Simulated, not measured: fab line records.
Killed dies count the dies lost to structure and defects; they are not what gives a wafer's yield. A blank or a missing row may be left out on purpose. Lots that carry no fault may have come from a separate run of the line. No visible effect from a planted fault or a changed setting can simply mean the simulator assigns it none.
Problem report in the 8D (eight disciplines) form, filled by code | flow gf180mcu | the parts of the form that need people (team, actions taken, sign-off) are left out

1. WHAT WENT WRONG
Wafers without a fault read 0.966 a.u., standard deviation 0.0078; oes product au at GF_PASSIVATION_ETCH_11 reads a mean of 0.831 a.u. on 2 wafers belonging to 2 lots. Relative to the usual mean, that is a shift of -17 standard deviations.
The step: etches the open film in CF4/O2, stops on TiN, target depth 1800 nm, time 400 s.
Earliest sighting: wafer L282.5 on rie diel-03 at day 32 07:22. Wafers with a number at this step in the record: 40, from 14 lots. Rule for "out", or "out of limits": more than 4 standard deviations from the usual mean. All remaining wafers that have a number are taken as sound.

2. WHAT IT IS AND WHAT IT IS NOT
question                    | is                | is not
which readings at this step | oes product au    | cf4 flow sccm, drypump motor current A
which lots                  | L282, L284        | L270, L272, L273, L274, L275, L276, L279, L280, L283, L286, L290, L293
which wafers of those lots  | L282.5, L284.1    | L282.4, L284.4
read on which tools         | rie diel-03       | rie diel-02, rie diel-04
when                        | from day 32 07:22 | up to then (25 sound wafers); but 13 sound wafers of L283, L284, L286, L290, L293 came after

3. WHAT RULES OUT EACH SUSPECT
Counting: any tool at a process step up to the reading remains a suspect provided it ran every lot that is out. Sound lots after the first of them don't rule it out here, since some wafers of a struck lot are sound.
- pvd sputter-03 at GF_M4_SPUTTER_03 (material Ti, target thk 10 nm, time 6.7 s): kept. It ran every lot that is out, first L282 (day 26 12:44); its last sound lot up to then is L280 (day 26 00:39).
- rie diel-03 at GF_PASSIVATION_ETCH_11 (etches the open film in CF4/O2, stops on TiN, target depth 1800 nm, time 400 s): kept. It ran every lot that is out, first L282 (day 32 07:22); its last sound lot up to then is L280 (day 31 22:09). On those wafers its own readings are out: oes product au.
Remaining after the count are pvd sputter-03 at GF_M4_SPUTTER_03 and rie diel-03 at GF_PASSIVATION_ETCH_11.

4. THE CAUSE (what the simulator had put in)
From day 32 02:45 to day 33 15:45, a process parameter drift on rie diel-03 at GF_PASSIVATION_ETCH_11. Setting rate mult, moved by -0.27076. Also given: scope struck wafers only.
This tool is one of the 2 suspects left after counting.

5. SEQUENCE OF EFFECTS, ordered by route
Rows list readings where the struck wafers' mean (over those with a number) sits beyond 3 standard deviations from the usual. Readings are gone through only where the record gives a usual standard deviation; hours: the median, over the lots, of the time from a lot's start at the first step in this table giving one to that lot's start at this step; sigmas: the change measured in usual standard deviations.
hours | step                    | reading                  | usual      | on struck wafers | change | sigmas
0     | GF_PASSIVATION_ETCH_11  | oes product au           | 0.966 a.u. | 0.831            | -0.135 | -17
0     | GF_PASSIVATION_STRIP_12 | strip time to endpoint s | 34.66 s    | 38.58            | +3.92  | +18
Here are the process steps it includes:
- GF_PASSIVATION_ETCH_11: etches the open film in CF4/O2, stops on TiN, target depth 1800 nm, time 400 s.
- GF_PASSIVATION_STRIP_12: strips in O2/N2.
At these later measuring or inspecting steps, every struck wafer for which the step has a row has a number for every such reading, and none has moved that far: GF_PASSIVATION_BOW_MEAS_14.

6. HOW IT WOULD HAVE BEEN CAUGHT EARLIER
In this record no reading fell out of limits until day 32 07:22, 5 hours after the fault had begun at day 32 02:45.
